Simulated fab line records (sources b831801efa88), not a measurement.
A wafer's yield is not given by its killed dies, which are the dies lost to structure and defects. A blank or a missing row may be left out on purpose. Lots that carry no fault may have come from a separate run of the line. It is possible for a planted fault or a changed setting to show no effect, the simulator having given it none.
2 desks looking at one fault    flow gf180mcu    each desk holds nothing but its own numbers, with what lay behind them at the end

FOR THE TOOL OWNER'S DESK: pvd sputter-02
At GF_V1_SPUTTER_22 (material TiN, target thk 10 nm, time 40 s) the tool's own readings: per lot run on this tool, the mean of the sampled wafers that have a number. If a lot's mean is further than 4 standard deviations from the usual mean, the lot is out of limits and carries the mark OUT (the distance appears in the brackets).
Columns: A = throttle valve pct at GF_V1_SPUTTER_22, usual 29.3 %
lot   first seen here  A
L309  day 18 03:38     29.6
L314  day 20 06:46     28.5
L326  day 24 03:53     29.8
L327  day 24 16:11     29.8
This desk's verdict: no lot among the 4 shows anything out of limits.

METROLOGY DESK
What the gauges read for every lot (on any tool): the sampled wafers with a number, averaged. If a lot's mean is further than 4 standard deviations from the usual mean, the lot is out of limits and carries the mark OUT (the distance appears in the brackets).
Columns: A = V5_BOW at GF_V5_BOW_MEAS_05, usual 133 um; B = PASSIVATION_CVD_02_THK at GF_PASSIVATION_THK_MEAS_03, usual 701 nm
lot   first seen here  A    B
L309  day 26 08:45     130  689
L310  day 27 07:59     138  702
L311  day 27 10:46     130  692
L313  day 27 23:09     123  700
L315  day 28 03:36     138  699
L314  day 28 06:25     124  689
L317  day 28 19:28     142  701
L316  day 28 22:31     125  708
L318  day 29 02:39     135  715
L321  day 29 23:24     140  694
L326  day 31 11:02     132  706
L327  day 31 18:55     127  717
L330  day 32 14:41     140  704
This desk's verdict: no lot among the 13 shows anything out of limits.

TAKEN TOGETHER
The tool owner's desk saw nothing out of limits.
The metrology desk saw nothing out of limits.

WHAT HAD BEEN PUT IN BY THE SIMULATOR
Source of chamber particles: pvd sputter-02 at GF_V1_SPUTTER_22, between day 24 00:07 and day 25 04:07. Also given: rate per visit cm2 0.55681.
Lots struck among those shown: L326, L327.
